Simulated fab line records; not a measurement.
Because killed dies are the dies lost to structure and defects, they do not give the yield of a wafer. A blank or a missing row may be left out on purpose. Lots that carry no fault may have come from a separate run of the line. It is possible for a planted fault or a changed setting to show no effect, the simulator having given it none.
The tool behind it: which one? || flow gf180mcu || Sampling: 6 lots, 18 wafers, 2 of 602 route steps

WHAT THE GAUGES SHOWED, per wafer
GF_HV_LDD_CD_MEAS_19 targets a cd of 400 nm.
{"lot": "L299", "measured": "day 10 22:01", "on": "cd_sem-02", "cd_nm (nm)": "396.5 394.9 397.0"}
{"lot": "L302", "measured": "day 11 21:34", "on": "cd_sem-02", "cd_nm (nm)": "398.0 397.0 397.4"}
{"lot": "L307", "measured": "day 13 14:55", "on": "cd_sem-01", "cd_nm (nm)": "392.1 393.6 390.6"}
{"lot": "L309", "measured": "day 14 05:44", "on": "cd_sem-01", "cd_nm (nm)": "392.9 395.1 392.6"}
{"lot": "L311", "measured": "day 14 21:25", "on": "cd_sem-02", "cd_nm (nm)": "394.8 392.2 394.0"}
{"lot": "L319", "measured": "day 17 13:40", "on": "cd_sem-01", "cd_nm (nm)": "- - -"}

TOOL THAT RAN EACH LOT (tool first, then ch and the chambers of the sampled wafers, then the start)
{"lot": "L299", "GF_HV_LDD_COAT_14": "litho_track-04 ch 0, day 10 12:44"}
{"lot": "L302", "GF_HV_LDD_COAT_14": "litho_track-03 ch 0, day 11 12:07"}
{"lot": "L307", "GF_HV_LDD_COAT_14": "litho_track-03 ch 0, day 13 04:58"}
{"lot": "L309", "GF_HV_LDD_COAT_14": "litho_track-04 ch 0, day 13 19:17"}
{"lot": "L311", "GF_HV_LDD_COAT_14": "litho_track-03 ch 0, day 14 10:43"}
{"lot": "L319", "GF_HV_LDD_COAT_14": "litho_track-04, day 17 01:55"}
- GF_HV_LDD_COAT_14: resist thk 1000 nm.

THE ANSWER, worked out from the rows above alone
Rule: usual is defined by the lots themselves. Put in order of their means at a reading, lots are off if they are a third of the lots or fewer, leave a main group of 4 or more, and stand apart from it by a gap of 3 or more times the standard deviation of the main group's means; of several such gaps the widest counts. A main group whose means are all the same, to the digits that the tables above print for the reading, isn't used. A lot without any number at a reading at which 4 lots or more have one is off too. Any other lot the step has rows for is counted as sound.
Off, at GF_HV_LDD_CD_MEAS_19 on cd_nm: L319. Without a number there: L319. The main group has a mean of 394.6 nm with a standard deviation of 1.9.
A tool fits if, at a process step before that reading, it ran every lot that is off, and no sound lot after the first of them. The gauges at GF_HV_LDD_CD_MEAS_19 are tried like those tools. This does not decide it: 2 tools fit, namely litho_track-04 at GF_HV_LDD_COAT_14 and cd_sem-01 at GF_HV_LDD_CD_MEAS_19.

WHAT THE SIMULATOR HAD INSERTED
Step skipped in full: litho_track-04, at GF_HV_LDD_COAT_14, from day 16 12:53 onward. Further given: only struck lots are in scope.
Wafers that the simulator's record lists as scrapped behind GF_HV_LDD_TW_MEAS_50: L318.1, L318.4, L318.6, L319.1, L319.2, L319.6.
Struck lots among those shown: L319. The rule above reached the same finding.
